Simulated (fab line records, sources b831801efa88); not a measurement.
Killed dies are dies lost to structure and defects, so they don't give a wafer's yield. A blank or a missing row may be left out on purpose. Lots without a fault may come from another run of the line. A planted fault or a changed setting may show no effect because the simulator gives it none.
fab line records | flow sky130
record lots=7 wafers=21 last_day=50
route steps=708 shown LDD_N@252 LDD_P@255 LDD_HVN@267 LDD_HVP@278 LDD_LDN@289 PAD_OPEN@708
lots that met no fault: from a run of the same line without faults
start_h: hours from the record's first day to the start of the lot's first wafer shown | wait_h: hours since the lot's step before | " the same as in the row above | L1.1+2: a row that stands for several wafers | - no value, or no start given | * or withheld: withheld | < > ~ a bound
route shown NAME@n: a module of which the file shows steps, and the number in the route of the first | usual: mean/standard deviation of fault-free wafers | same: alike in all rows | chamber/n: place in a boat | sites: the reading at each site | _std_site: their standard deviation | _edge_site: outer sites' mean less inner sites' | radius_mm: how far each site lies from the wafer's centre | mask NAME#n: copy n | behind: the tool/chamber that last shaped the wafer | hold: why the lot was held/for how many hours/how that ended | device: the transistor (n, p or np) that didn't switch | end of line: the same wafers' tests at the end of the route | a step without rows: its recipe alone | killed: dies lost to structure and defects at the first sort, not the wafer's yield | map: a wafer's dies, x killed, . not, _ none there
set.NAME: the setting as run; set.NAME@STEP: as run at that earlier step | model.NAME: the simulator's own value behind a step, which no gauge read
lots at some steps of the route; a table a step, a row a wafer
services: from which hour (start_h, from the record's first day; less than 0 if before it) a tool's chamber was out of use, for how many hours, and why
## steps
# step SKY_LDD_N_IMPLANT_15
# recipe species=BF2 energy_kev=50 dose_cm2=5e+12 tilt_deg=30 rotation_deg=270
# step SKY_LDD_N_STRIP_16
# recipe chemistry=O2/N2 power_w=1400 pressure_mtorr=1500 platen_temp_c=withheld o2_flow_sccm=3000 n2_flow_sccm=300 overash_fraction=0.5
# usual drypump_motor_current_A=5.5/0.31 oes_product_au=0.406/0.0045 strip_time_to_endpoint_s=4.315/0.014
# columns lot.wafer tool chamber start_h wait_h drypump_motor_current_A oes_product_au rf_hours_counter_h strip_time_to_endpoint_s
L455.1 plasma_asher-01 1 415.95 0.1 5.7 0.406 74 4.295
L455.3 " 0 " " 5.2 0.409 - 4.301
L455.6 " 0 " " 5.2 0.397 - 4.320
L460.1 plasma_asher-03 0 459.23 0.1 5.3 0.411 33 4.334
L460.2 " 1 " " 5.2 0.412 33 4.330
L460.3 " 0 " " 5.3 0.407 - 4.312
L462.1 plasma_asher-01 0 484.60 0.1 5.2 0.404 5 4.308
L462.2 " 1 " " 5.7 0.413 5 4.310
L462.5 " 0 " " 5.2 0.403 - 4.312
L464.1 plasma_asher-02 0 499.08 0.1 5.6 0.409 69 4.301
L464.5 " 0 " " 5.6 0.412 - 4.313
L464.6 " 1 " " 6.1 0.403 - 4.325
L469.1 plasma_asher-03 1 540.90 0.1 5.2 0.410 41 4.307
L469.2 " 0 " " 5.3 0.409 41 4.308
L469.4 " 1 " " 5.3 0.417 - 4.280
L470.1 plasma_asher-03 0 548.80 0.1 5.3 0.403 42 4.336
L470.4 " 1 " " 5.2 0.409 - 4.333
L470.5 " 1 " " 5.2 0.413 - 4.317
L472.3 plasma_asher-02 1 565.54 0.1 6.1 0.401 - 4.306
L472.4 " 0 " " 5.6 0.401 - 4.336
L472.6 " 0 " " 5.7 0.412 - 4.317
# step SKY_LDD_N_TW_MEAS_17
# usual LDD_N_TW=2602/17
# columns lot.wafer tool chamber start_h wait_h LDD_N_TW
L455.1 film_metro-03 - 416.05 0.1 2587
L455.3 " - " " 2585
L455.6 " - " " 2588
L460.1 film_metro-02 - 459.33 0.1 2635
L460.2 " - " " 2643
L460.3 " - " " 2621
L462.1 film_metro-02 - 484.70 0.1 2601
L462.2 " - " " 2620
L462.5 " - " " 2619
L464.1 film_metro-04 - 499.18 0.1 2581
L464.5 " - " " 2601
L464.6 " - " " 2595
L469.1 film_metro-02 - 541.00 0.1 2604
L469.2 " - " " 2615
L469.4 " - " " 2606
L470.1 film_metro-02 - 548.90 0.1 2594
L470.4 " - " " 2601
L470.5 " - " " 2597
L472.3 film_metro-04 - 565.62 0.1 2592
L472.4 " - " " 2596
L472.6 " - " " 2585
# step SKY_LDD_P_DEHYDRATE_00
# recipe temp_c=200 time_s=60
# step SKY_LDD_P_HMDS_01
# recipe prime_time_s=60 prime_temp_c=119.2
# step SKY_LDD_P_COAT_02
# recipe resist=NOVOLAK spin_rpm=3000 resist_thk_nm=1140
# step SKY_LDD_P_SOFTBAKE_03
# recipe temp_c=90 time_s=60 resist=NOVOLAK
# step SKY_LDD_P_EXPOSE_04
# recipe mask_id=PSDM na=0.6 source_shape=conventional sigma_outer=0.6 polarization=unpolarized target_cd_nm=380 dose_mj=138
# step SKY_LDD_P_PEB_05
# recipe temp_c=withheld time_s=* resist=NOVOLAK
# step SKY_LDD_P_DEVELOP_06
# recipe resist=NOVOLAK developer=TMAH develop_time_s=60 dev_temp_c=23
# step SKY_LDD_P_CD_MEAS_07
# recipe target_cd_nm=380
# usual cd_nm=380.4/2.3
# columns lot.wafer tool chamber start_h wait_h cd_nm
L455.1 cd_sem-02 - 446.60 0.1 384.9
L455.3 " - " " 382.8
L455.6 " - " " 383.7
L460.1 cd_sem-02 - 489.80 0.1 379.8
L460.2 " - " " 380.8
L460.3 " - " " 382.8
L462.1 cd_sem-01 - 514.75 0.1 379.7
L462.2 " - " " 380.1
L462.5 " - " " 377.8
L464.1 cd_sem-02 - 529.47 0.1 378.0
L464.5 " - " " 379.0
L464.6 " - " " 379.4
L469.1 cd_sem-01 - 571.30 0.1 376.7
L469.2 " - " " 377.1
L469.4 " - " " 377.6
L470.1 cd_sem-01 - 579.30 0.1 382.2
L470.4 " - " " 379.8
L470.5 " - " " 381.7
L472.3 cd_sem-01 - 595.69 0.1 383.3
L472.4 " - " " 383.6
L472.6 " - " " 383.0
# step SKY_LDD_P_OVL_MEAS_08
# usual LDD_P_OVL=1.5/1.4
# columns lot.wafer tool chamber start_h wait_h LDD_P_OVL[nm]
L455.1 overlay-02 - 446.72 0.1 0.9
L455.3 " - " " 2.9
L455.6 " - " " 1.0
L460.1 overlay-01 - 489.92 0.1 2.8
L460.2 " - " " 1.0
L460.3 " - " " 0.1
L462.1 overlay-02 - 514.87 0.1 0.2
L462.2 " - " " 1.8
L462.5 " - " " 1.1
L464.1 overlay-01 - 529.59 0.1 2.6
L464.5 " - " " 3.5
L464.6 " - " " 2.7
L469.1 overlay-02 - 571.42 0.1 -0.8
L469.2 " - " " 1.9
L469.4 " - " " 0.0
L470.1 overlay-02 - 579.42 0.1 2.7
L470.4 " - " " 3.5
L470.5 " - " " 1.3
L472.3 overlay-02 - 595.78 0.1 3.8
L472.4 " - " " 2.4
L472.6 " - " " 2.7
# step SKY_LDD_P_IMPLANT_09
# recipe species=BF2 energy_kev=25 dose_cm2=1.017e+13 tilt_deg=withheld
# usual beam_energy_keV=25.000/0.0073 faraday_current_uA=57.3/1.1
# columns lot.wafer tool chamber start_h wait_h beam_energy_keV faraday_current_uA
L455.1 implanter-01 0 446.75 0.0 25.002 57.1
L455.3 " 0 " " 24.994 57.6
L455.6 " 0 " " 25.000 58.2
L460.1 implanter-04 0 489.95 0.0 25.007 57.7
L460.2 " 0 " " 25.014 57.3
L460.3 " 0 " " 24.997 57.7
L462.1 implanter-01 0 514.91 0.0 25.018 58.2
L462.2 " 0 " " 24.999 56.0
L462.5 " 0 " " 25.001 57.9
L464.1 implanter-02 0 529.62 0.0 25.000 57.3
L464.5 " 0 " " 24.994 57.1
L464.6 " 0 " " 24.988 57.2
L469.1 implanter-02 0 571.46 0.0 25.014 57.2
L469.2 " 0 " " 24.993 57.0
L469.4 " 0 " " 25.001 57.4
L470.1 implanter-02 0 579.46 0.0 25.008 57.6
L470.4 " 0 " " 25.001 57.5
L470.5 " 0 " " 25.006 55.8
L472.3 implanter-02 0 595.85 0.1 25.003 56.9
L472.4 " 0 " " 24.998 56.5
L472.6 " 0 " " 25.009 59.0
# step SKY_LDD_P_STRIP_10
# recipe chemistry=O2/N2 power_w=1400 pressure_mtorr=1500 platen_temp_c=withheld o2_flow_sccm=3000 n2_flow_sccm=300 overash_fraction=0.5
# usual drypump_motor_current_A=5.6/0.37 oes_product_au=0.716/0.0043 strip_time_to_endpoint_s=14.18/0.04
# columns lot.wafer tool chamber start_h wait_h drypump_motor_current_A oes_product_au rf_hours_counter_h strip_time_to_endpoint_s
L455.1 plasma_asher-04 1 446.90 0.1 6.2 0.711 73 14.19
L455.3 " 0 " " 5.6 0.717 - 14.19
L455.6 " 0 " " 5.6 0.714 - 14.15
L460.1 plasma_asher-01 0 490.10 0.1 5.2 0.709 6 14.22
L460.2 " 1 " " 5.7 0.711 6 14.16
L460.3 " 1 " " 5.8 0.719 - 14.21
L462.1 plasma_asher-01 0 515.06 0.1 5.2 0.710 8 14.17
L462.2 " 1 " " 5.8 0.718 8 14.19
L462.5 " 0 " " 5.2 0.711 - 14.23
L464.1 plasma_asher-04 1 529.77 0.1 6.3 0.718 81 14.10
L464.5 " 1 " " 6.3 0.711 - 14.14
L464.6 " 0 " " 5.6 0.715 - 14.16
L469.1 plasma_asher-04 0 571.61 0.1 5.6 0.717 86 14.15
L469.2 " 1 " " 6.2 0.722 86 14.10
L469.4 " 1 " " 6.3 0.713 - 14.15
L470.1 plasma_asher-01 0 579.61 0.1 5.1 0.720 15 14.22
L470.4 " 1 " " 5.8 0.711 - 14.26
L470.5 " 1 " " 5.8 0.713 - 14.24
L472.3 plasma_asher-01 1 595.99 0.1 5.7 0.709 - 14.14
L472.4 " 0 " " 5.2 0.716 - 14.17
L472.6 " 1 " " 5.8 0.718 - 14.12
# step SKY_LDD_P_TW_MEAS_11
# usual LDD_P_TW=640/7.5
# columns lot.wafer tool chamber start_h wait_h LDD_P_TW
L455.1 film_metro-03 - 447.00 0.1 644
L455.3 " - " " 644
L455.6 " - " " 643
L460.1 film_metro-01 - 490.20 0.1 637
L460.2 " - " " 632
L460.3 " - " " 635
L462.1 film_metro-03 - 515.16 0.1 640
L462.2 " - " " 637
L462.5 " - " " 637
L464.1 film_metro-01 - 529.87 0.1 629
L464.5 " - " " 633
L464.6 " - " " 633
L469.1 film_metro-01 - 571.71 0.1 618
L469.2 " - " " 618
L469.4 " - " " 619
L470.1 film_metro-02 - 579.71 0.1 634
L470.4 " - " " 639
L470.5 " - " " 637
L472.3 film_metro-02 - 596.07 0.1 634
L472.4 " - " " 635
L472.6 " - " " 636
# step SKY_LDD_HVN_DEHYDRATE_00
# recipe temp_c=200 time_s=60
# step SKY_LDD_HVN_HMDS_01
# recipe prime_time_s=60 prime_temp_c=120
# step SKY_LDD_HVN_COAT_02
# recipe resist=NOVOLAK spin_rpm=3000 resist_thk_nm=300
# step SKY_LDD_HVN_SOFTBAKE_03
# recipe temp_c=90 time_s=60 resist=NOVOLAK
# step SKY_LDD_HVN_EXPOSE_04
# recipe mask_id=HVNTM na=0.6 source_shape=conventional sigma_outer=0.6 polarization=unpolarized target_cd_nm=700 dose_mj=127
# step SKY_LDD_HVN_PEB_05
# recipe temp_c=withheld time_s=* resist=NOVOLAK
# step SKY_LDD_HVN_DEVELOP_06
# recipe resist=NOVOLAK developer=TMAH develop_time_s=60 dev_temp_c=23
# step SKY_LDD_HVN_OVL_MEAS_07
# usual LDD_HVN_OVL=-0.3/1.3
# columns lot.wafer tool chamber start_h wait_h LDD_HVN_OVL[nm]
L455.1 overlay-01 - 477.92 0.1 0.1
L455.3 " - " " -0.9
L455.6 " - " " -1.8
L460.1 overlay-02 - 521.37 0.1 -1.1
L460.2 " - " " 0.3
L460.3 " - " " -0.5
L462.1 overlay-01 - 545.82 0.1 -1.9
L462.2 " - " " -1.4
L462.5 " - " " 1.5
L464.1 overlay-02 - 560.80 0.1 -0.3
L464.5 " - " " 0.1
L464.6 " - " " 0.9
L469.1 overlay-01 - 601.90 0.1 -1.0
L469.2 " - " " 0.7
L469.4 " - " " 0.2
L470.1 overlay-01 - 609.25 0.1 1.6
L470.4 " - " " 1.0
L470.5 " - " " 1.7
L472.3 overlay-02 - 626.61 0.1 -2.8
L472.4 " - " " -1.6
L472.6 " - " " -2.0
# step SKY_LDD_HVN_IMPLANT_08
# recipe species=P energy_kev=60 dose_cm2=3e+13 tilt_deg=40
# step SKY_LDD_HVN_STRIP_09
# recipe chemistry=O2/N2 power_w=1400 pressure_mtorr=1500 platen_temp_c=withheld o2_flow_sccm=3000 n2_flow_sccm=300 overash_fraction=0.5
# usual drypump_motor_current_A=5.8/0.35 oes_product_au=0.409/0.0042 strip_time_to_endpoint_s=4.134/0.014
# columns lot.wafer tool chamber start_h wait_h drypump_motor_current_A oes_product_au rf_hours_counter_h strip_time_to_endpoint_s
L455.1 plasma_asher-02 1 478.10 0.1 6.1 0.411 67 4.153
L455.3 " 1 " " 6.1 0.402 - 4.125
L455.6 " 0 " " 5.6 0.407 - 4.108
L460.1 plasma_asher-02 1 521.55 0.1 6.1 0.411 71 4.128
L460.2 " 0 " " 5.6 0.405 71 4.135
L460.3 " 1 " " 6.1 0.408 - 4.128
L462.1 plasma_asher-04 0 546.00 0.1 5.6 0.413 83 4.141
L462.2 " 1 " " 6.3 0.405 83 4.141
L462.5 " 0 " " 5.6 0.408 - 4.129
L464.1 plasma_asher-01 0 560.99 0.1 5.2 0.404 13 4.133
L464.5 " 1 " " 5.8 0.409 - 4.133
L464.6 " 0 " " 5.2 0.410 - 4.119
L469.1 plasma_asher-04 0 602.09 0.1 5.6 0.412 88 4.133
L469.2 " 1 " " 6.3 0.414 88 4.127
L469.4 " 0 " " 5.6 0.416 - 4.136
L470.1 plasma_asher-01 0 609.44 0.1 5.2 0.410 19 4.117
L470.4 " 1 " " 5.8 0.406 - 4.141
L470.5 " 0 " " 5.2 0.408 - 4.135
L472.3 plasma_asher-04 1 626.82 0.1 6.3 0.412 - 4.140
L472.4 " 0 " " 5.6 0.407 - 4.124
L472.6 " 0 " " 5.6 0.410 - 4.138
# step SKY_LDD_HVN_TW_MEAS_10
# usual LDD_HVN_TW=1431/12
# columns lot.wafer tool chamber start_h wait_h LDD_HVN_TW
L455.1 film_metro-01 - 478.20 0.1 1414
L455.3 " - " " 1416
L455.6 " - " " 1411
L460.1 film_metro-03 - 521.65 0.1 1447
L460.2 " - " " 1437
L460.3 " - " " 1431
L462.1 film_metro-04 - 546.10 0.1 1449
L462.2 " - " " 1451
L462.5 " - " " 1438
L464.1 film_metro-03 - 561.09 0.1 1439
L464.5 " - " " 1434
L464.6 " - " " 1427
L469.1 film_metro-04 - 602.19 0.1 1447
L469.2 " - " " 1444
L469.4 " - " " 1439
L470.1 film_metro-04 - 609.54 0.1 1438
L470.4 " - " " 1446
L470.5 " - " " 1442
L472.3 film_metro-01 - 626.91 0.1 1420
L472.4 " - " " 1417
L472.6 " - " " 1417
# step SKY_LDD_HVP_DEHYDRATE_00
# recipe temp_c=200 time_s=60
# step SKY_LDD_HVP_HMDS_01
# recipe prime_time_s=60 prime_temp_c=120
# step SKY_LDD_HVP_COAT_02
# recipe resist=NOVOLAK spin_rpm=3000 resist_thk_nm=300
# step SKY_LDD_HVP_SOFTBAKE_03
# recipe temp_c=90 time_s=60 resist=NOVOLAK
# step SKY_LDD_HVP_EXPOSE_04
# recipe mask_id=HVPTM na=0.6 source_shape=conventional sigma_outer=0.6 polarization=unpolarized target_cd_nm=700 dose_mj=86
# step SKY_LDD_HVP_PEB_05
# recipe temp_c=withheld time_s=* resist=NOVOLAK
# step SKY_LDD_HVP_DEVELOP_06
# recipe resist=NOVOLAK developer=TMAH develop_time_s=60 dev_temp_c=23
# step SKY_LDD_HVP_OVL_MEAS_07
# usual LDD_HVP_OVL=0.0/1.4
# columns lot.wafer tool chamber start_h wait_h LDD_HVP_OVL[nm]
L455.1 overlay-02 - 509.07 0.1 -0.9
L455.3 " - " " 1.0
L455.6 " - " " 1.4
L460.1 overlay-01 - 552.07 0.1 0.2
L460.2 " - " " 1.5
L460.3 " - " " 0.3
L462.1 overlay-01 - 576.80 0.1 0.5
L462.2 " - " " 0.0
L462.5 " - " " -1.6
L464.1 overlay-01 - 591.25 0.1 1.9
L464.5 " - " " 1.1
L464.6 " - " " 2.3
L469.1 overlay-01 - 632.20 0.1 -0.5
L469.2 " - " " 0.1
L469.4 " - " " -0.3
L470.1 overlay-02 - 639.67 0.1 2.2
L470.4 " - " " -1.1
L470.5 " - " " -0.8
L472.3 overlay-01 - 656.46 0.1 -0.1
L472.4 " - " " 0.6
L472.6 " - " " 0.6
# step SKY_LDD_HVP_IMPLANT_08
# recipe species=B energy_kev=20 dose_cm2=1.7e+13 tilt_deg=17.9
# step SKY_LDD_HVP_STRIP_09
# recipe chemistry=O2/N2 power_w=1400 pressure_mtorr=1500 platen_temp_c=withheld o2_flow_sccm=3000 n2_flow_sccm=300 overash_fraction=0.5
# usual drypump_motor_current_A=5.7/0.37 oes_product_au=0.408/0.0039 strip_time_to_endpoint_s=4.139/0.016
# columns lot.wafer tool chamber start_h wait_h drypump_motor_current_A oes_product_au rf_hours_counter_h strip_time_to_endpoint_s
L455.1 plasma_asher-03 0 509.25 0.1 5.3 0.404 38 4.138
L455.3 " 0 " " 5.3 0.411 - 4.135
L455.6 " 1 " " 5.2 0.412 - 4.132
L460.1 plasma_asher-03 1 552.25 0.1 5.2 0.404 42 4.135
L460.2 " 0 " " 5.3 0.404 42 4.135
L460.3 " 1 " " 5.2 0.409 - 4.157
L462.1 plasma_asher-04 0 576.98 0.1 5.6 0.409 86 4.138
L462.2 " 1 " " 6.3 0.407 86 4.172
L462.5 " 0 " " 5.6 0.416 - 4.151
L464.1 plasma_asher-03 0 591.44 0.1 5.3 0.413 45 4.142
L464.5 " 0 " " 5.3 0.411 - 4.150
L464.6 " 1 " " 5.2 0.420 - 4.124
L469.1 plasma_asher-03 0 632.38 0.1 5.3 0.410 48 4.117
L469.2 " 1 " " 5.2 0.411 48 4.119
L469.4 " 0 " " 5.3 0.410 - 4.139
L470.1 plasma_asher-02 1 639.85 0.1 6.1 0.413 84 4.129
L470.4 " 1 " " 6.1 0.411 - 4.136
L470.5 " 1 " " 6.1 0.404 - 4.121
L472.3 plasma_asher-02 0 656.67 0.1 5.6 0.408 - 4.151
L472.4 " 1 " " 6.1 0.408 - 4.111
L472.6 " 0 " " 5.7 0.412 - 4.151
# step SKY_LDD_HVP_TW_MEAS_10
# usual LDD_HVP_TW=458/4.6
# columns lot.wafer tool chamber start_h wait_h LDD_HVP_TW
L455.1 film_metro-02 - 509.35 0.1 459
L455.3 " - " " 462
L455.6 " - " " 460
L460.1 film_metro-04 - 552.35 0.1 455
L460.2 " - " " 456
L460.3 " - " " 460
L462.1 film_metro-02 - 577.08 0.1 461
L462.2 " - " " 461
L462.5 " - " " 461
L464.1 film_metro-04 - 591.54 0.1 453
L464.5 " - " " 457
L464.6 " - " " 455
L469.1 film_metro-02 - 632.48 0.1 460
L469.2 " - " " 461
L469.4 " - " " 462
L470.1 film_metro-02 - 639.95 0.1 463
L470.4 " - " " 461
L470.5 " - " " 461
L472.3 film_metro-02 - 656.76 0.1 460
L472.4 " - " " 459
L472.6 " - " " 461
# step SKY_LDD_LDN_DEHYDRATE_00
# recipe temp_c=200 time_s=60
# step SKY_LDD_LDN_HMDS_01
# recipe prime_time_s=60 prime_temp_c=120
# step SKY_LDD_LDN_COAT_02
# recipe resist=NOVOLAK spin_rpm=3000 resist_thk_nm=1140
# step SKY_LDD_LDN_SOFTBAKE_03
# recipe temp_c=90 time_s=60 resist=NOVOLAK
# step SKY_LDD_LDN_EXPOSE_04
# recipe mask_id=LDNTM na=0.6 source_shape=conventional sigma_outer=0.6 polarization=unpolarized target_cd_nm=700 dose_mj=140
# step SKY_PAD_OPEN_PROBE_99
# usual killed_at_M0_to_M3=43/7.3 killed_at_M4_up=3.4/2.1 killed_at_contacts=24/5.9 killed_at_front_end=14/4 killed_at_other=0.3/0.54 killed_dies=85/10 killed_open=46/7.7 killed_short=38/6
# same gross_dies=492 killed_at_back_side=0
# columns lot.wafer tool chamber start_h wait_h killed_at_M0_to_M3 killed_at_M4_up killed_at_contacts killed_at_front_end killed_at_other killed_dies killed_open killed_short model.etest.tip_p.rs_ohm_sq_range model.etest.tip_p.rs_ohm_sq_rim_less_centre model.etest.pfet_01v8.drive_ua_um_range model.etest.pfet_01v8.vt_v_range
L455.1 prober-02 - 1100.16 0.1 39 4 26 14 0 83 38 45 198 39.87 7.779 0.01157
L455.3 prober-02 - 1100.26 0.2 39 13 23 17 0 92 54 38 169.6 47.02 6.946 0.01609
L455.6 prober-02 - 1100.41 0.2 38 2 24 18 0 82 47 35 265.2 48.74 9.915 0.01644
L460.1 prober-01 - 1128.22 0.1 42 4 27 15 2 90 51 39 196.2 -43.83 8.523 0.01428
L460.2 prober-01 - 1128.27 0.1 36 2 12 11 0 61 28 33 99.04 4.833 6.624 0.007756
L460.3 prober-01 - 1128.32 0.2 36 2 16 10 0 64 34 30 198.2 -15.3 6.707 0.007781
L462.1 prober-01 - 1144.32 0.1 35 1 11 13 0 60 24 36 106.7 -34.5 9.182 0.01057
L462.2 prober-01 - 1144.37 0.1 41 1 13 14 0 69 36 33 200.3 21.27 6.568 0.005867
L462.5 prober-01 - 1144.52 0.2 45 3 23 16 1 88 52 36 172.2 -55.78 8.304 0.01076
L464.1 prober-01 - 1152.14 0.1 41 4 18 11 1 75 39 35 190.1 -74 5.36 0.01999
L464.5 prober-01 - 1152.34 0.2 34 6 15 14 0 69 31 38 208.1 -63.45 5.448 0.01055
L464.6 prober-01 - 1152.39 0.2 42 4 21 14 0 81 48 32 237.7 -115.1 8.211 0.009075
L469.1 prober-02 - 1178.82 0.1 37 3 28 11 0 79 47 32 1617 338.7 10.28 0.03257
L469.2 prober-02 - 1178.87 0.1 46 3 21 16 0 86 54 31 1597 436.3 8.551 0.03513
L469.4 prober-02 - 1178.97 0.2 38 3 13 19 1 74 40 33 1591 321 12.7 0.03453
L470.1 prober-01 - 1183.94 0.1 52 1 18 11 0 82 43 39 1574 255.6 8.662 0.0296
L470.4 prober-01 - 1184.09 0.2 61 2 20 8 0 91 56 35 1489 400.7 5.773 0.02866
L470.5 prober-01 - 1184.14 0.2 35 1 22 12 0 70 33 35 1462 246.9 11.57 0.02188
L472.3 prober-01 - 1196.75 0.2 55 4 29 12 1 101 50 50 1495 439.8 8.749 0.02077
L472.4 prober-01 - 1196.80 0.2 35 2 25 12 0 74 46 28 1468 429.1 10.27 0.02102
L472.6 prober-01 - 1196.90 0.2 43 5 24 19 1 92 49 43 1514 286.3 5.865 0.02097
# killed by level:class
L455.1 CONTACT:geometric_particle:open=9 METAL2:geometric_particle:short=8 LI_CONTACT:geometric_particle:open=6 METAL3:geometric_particle:short=6 LOCAL_INTERCONNECT:geometric_particle:short=5 CONTACT:geometric_particle:short=5 VIA2:geometric_particle:open=5 VIA2:geometric_particle:short=4
L455.3 VIA1:geometric_particle:open=11 LI_CONTACT:geometric_particle:open=10 VIA2:geometric_particle:open=9 METAL4:geometric_particle:short=8 FIELD_ISO:geometric_particle:short=6 CONTACT:geometric_particle:short=6 CONTACT:geometric_particle:open=6 METAL1:geometric_particle:short=5
L455.6 LI_CONTACT:geometric_particle:open=11 CONTACT:geometric_particle:open=7 VIA1:geometric_particle:open=7 METAL2:geometric_particle:short=7 VIA2:geometric_particle:short=6 VIA3:geometric_particle:open=5 FIELD_ISO:geometric_particle:open=4 FIELD_ISO:geometric_particle:short=4
L460.1 CONTACT:geometric_particle:open=12 VIA1:geometric_particle:open=8 VIA3:geometric_particle:open=7 METAL3:geometric_particle:short=6 LOCAL_INTERCONNECT:geometric_particle:short=6 FIELD_ISO:geometric_particle:open=5 METAL2:geometric_particle:short=5 VIA2:geometric_particle:open=5
L460.2 VIA2:geometric_particle:open=8 VIA3:geometric_particle:open=6 POLY_GATE:geometric_particle:short=5 VIA3:geometric_particle:short=5 LI_CONTACT:geometric_particle:open=4 METAL1:geometric_particle:short=4 CONTACT:geometric_particle:short=3 VIA2:geometric_particle:short=3
L460.3 CONTACT:geometric_particle:open=7 VIA1:geometric_particle:open=7 METAL2:geometric_particle:short=6 METAL1:geometric_particle:short=5 VIA3:geometric_particle:open=5 VIA1:geometric_particle:short=5 LOCAL_INTERCONNECT:geometric_particle:short=4 VIA2:geometric_particle:open=4
L462.1 POLY_GATE:geometric_particle:short=6 VIA3:geometric_particle:open=6 METAL2:geometric_particle:short=6 VIA2:geometric_particle:open=5 CONTACT:geometric_particle:open=4 METAL1:geometric_particle:short=4 LI_CONTACT:geometric_particle:short=3 VIA1:geometric_particle:open=3
L462.2 POLY_GATE:geometric_particle:open=7 VIA1:geometric_particle:open=7 VIA2:geometric_particle:open=6 VIA1:geometric_particle:short=6 METAL2:geometric_particle:short=6 CONTACT:geometric_particle:short=4 VIA2:geometric_particle:short=4 VIA3:geometric_particle:open=4
L462.5 LI_CONTACT:geometric_particle:open=9 VIA1:geometric_particle:open=9 POLY_GATE:geometric_particle:open=7 CONTACT:geometric_particle:open=7 METAL1:geometric_particle:short=6 VIA2:geometric_particle:open=6 VIA1:geometric_particle:short=5 CONTACT:geometric_particle:short=4
L464.1 VIA1:geometric_particle:open=9 VIA3:geometric_particle:open=8 VIA2:geometric_particle:open=6 CONTACT:geometric_particle:open=5 VIA3:geometric_particle:short=5 LOCAL_INTERCONNECT:geometric_particle:short=4 LI_CONTACT:geometric_particle:open=4 CONTACT:geometric_particle:short=4
L464.5 VIA1:geometric_particle:open=8 METAL2:geometric_particle:short=8 POLY_GATE:geometric_particle:short=7 CONTACT:geometric_particle:open=7 LI_CONTACT:geometric_particle:open=5 VIA1:geometric_particle:short=4 FIELD_ISO:geometric_particle:short=3 METAL1:geometric_particle:short=3
L464.6 CONTACT:geometric_particle:open=10 VIA3:geometric_particle:open=10 VIA1:geometric_particle:open=9 FIELD_ISO:geometric_particle:short=5 METAL1:geometric_particle:short=5 VIA1:geometric_particle:short=5 LI_CONTACT:geometric_particle:open=4 METAL2:geometric_particle:short=4
L469.1 CONTACT:geometric_particle:open=14 VIA1:geometric_particle:open=10 LI_CONTACT:geometric_particle:open=7 VIA2:geometric_particle:short=6 VIA1:geometric_particle:short=5 VIA3:geometric_particle:open=4 POLY_GATE:geometric_particle:short=3 POLY_GATE:geometric_particle:open=3
L469.2 VIA1:geometric_particle:open=16 CONTACT:geometric_particle:open=8 LI_CONTACT:geometric_particle:open=7 POLY_GATE:geometric_particle:short=6 VIA1:geometric_particle:short=6 VIA3:geometric_particle:open=6 VIA2:geometric_particle:open=5 POLY_GATE:geometric_particle:open=4
L469.4 VIA1:geometric_particle:open=10 POLY_GATE:geometric_particle:open=7 VIA3:geometric_particle:open=7 FIELD_ISO:geometric_particle:short=5 LI_CONTACT:geometric_particle:open=5 POLY_GATE:geometric_particle:short=4 LOCAL_INTERCONNECT:geometric_particle:short=4 METAL1:geometric_particle:short=4
L470.1 METAL1:geometric_particle:short=8 VIA2:geometric_particle:open=7 VIA3:geometric_particle:open=7 LI_CONTACT:geometric_particle:open=6 CONTACT:geometric_particle:open=6 VIA1:geometric_particle:open=6 VIA1:geometric_particle:short=5 METAL2:geometric_particle:short=5
L470.4 VIA1:geometric_particle:open=14 VIA2:geometric_particle:open=13 CONTACT:geometric_particle:open=8 VIA3:geometric_particle:open=6 LI_CONTACT:geometric_particle:open=5 VIA2:geometric_particle:short=5 METAL2:geometric_particle:short=5 CONTACT:geometric_particle:short=4
L470.5 CONTACT:geometric_particle:open=9 METAL1:geometric_particle:short=6 LI_CONTACT:geometric_particle:open=5 VIA1:geometric_particle:open=4 METAL2:geometric_particle:short=4 CONTACT:geometric_particle:short=4 VIA1:geometric_particle:short=4 VIA3:geometric_particle:open=4
L472.3 LI_CONTACT:geometric_particle:open=10 CONTACT:geometric_particle:open=9 VIA2:geometric_particle:open=9 METAL2:geometric_particle:short=8 CONTACT:geometric_particle:short=7 VIA3:geometric_particle:short=6 METAL1:geometric_particle:short=5 VIA1:geometric_particle:open=5
L472.4 CONTACT:geometric_particle:open=14 VIA1:geometric_particle:open=8 VIA2:geometric_particle:open=6 POLY_GATE:geometric_particle:open=4 CONTACT:geometric_particle:short=4 METAL2:geometric_particle:short=4 VIA3:geometric_particle:open=4 POLY_GATE:geometric_particle:short=3
L472.6 LI_CONTACT:geometric_particle:open=11 VIA1:geometric_particle:open=7 VIA1:geometric_particle:short=6 VIA2:geometric_particle:short=6 POLY_GATE:geometric_particle:short=5 CONTACT:geometric_particle:open=5 METAL1:geometric_particle:short=5 VIA3:geometric_particle:open=5
## services
# columns tool chamber start_h hours kind
plasma_asher-01 - 421.25 9.0 pm
plasma_asher-01 0 421.25 9.0 vent_cycle
plasma_asher-01 1 421.25 9.0 vent_cycle
implanter-01 - 421.96 3.9 pm
plasma_asher-01 0 430.25 - clean
plasma_asher-01 1 430.25 - clean
implanter-04 - 457.26 1.4 repair
plasma_asher-01 - 460.18 0.7 repair
implanter-02 - 485.69 4.8 pm
implanter-01 - 494.15 5.1 repair
implanter-02 - 539.57 1.3 repair
implanter-02 - 543.15 2.1 repair
plasma_asher-03 - 568.59 2.1 repair
implanter-02 - 576.05 3.3 repair
plasma_asher-03 - 577.21 2.8 pm
plasma_asher-03 - 597.64 15.6 pm
plasma_asher-04 - 598.32 3.7 repair
implanter-04 - 625.46 3.4 pm
implanter-04 - 656.61 2.4 repair
## key
first_sign step=SKY_LDD_P_TW_MEAS_11 reading=LDD_P_TW direction=down sigmas=1.3 usual=640 struck=630
effect none on later readings
model_effect step=SKY_PAD_OPEN_PROBE_99 value=etest.tip_p.rs_ohm_sq_range without=153.4 struck=1534
met_at SKY_LDD_P_IMPLANT_09
struck_wafers L469.1,L469.2,L469.4,L470.1,L470.4,L470.5,L472.3,L472.4,L472.6
tester_left_out L469,L470,L472
onset_between 529.62 571.46
also_fits time
fault kind=process_parameter_drift tool=implanter-02 chamber=- onset_h=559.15 steps=SKY_LDD_P_IMPLANT_09 channel=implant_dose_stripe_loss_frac offset=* shape=step end_h=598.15
# tester_left_out: of these lots the tester's yield and bins aren't shown, on N5 and GAA mostly nor the transistor test; their killed dies are dies lost to structure and defects alone, not to doping, threshold or leakage, so they don't give the yield
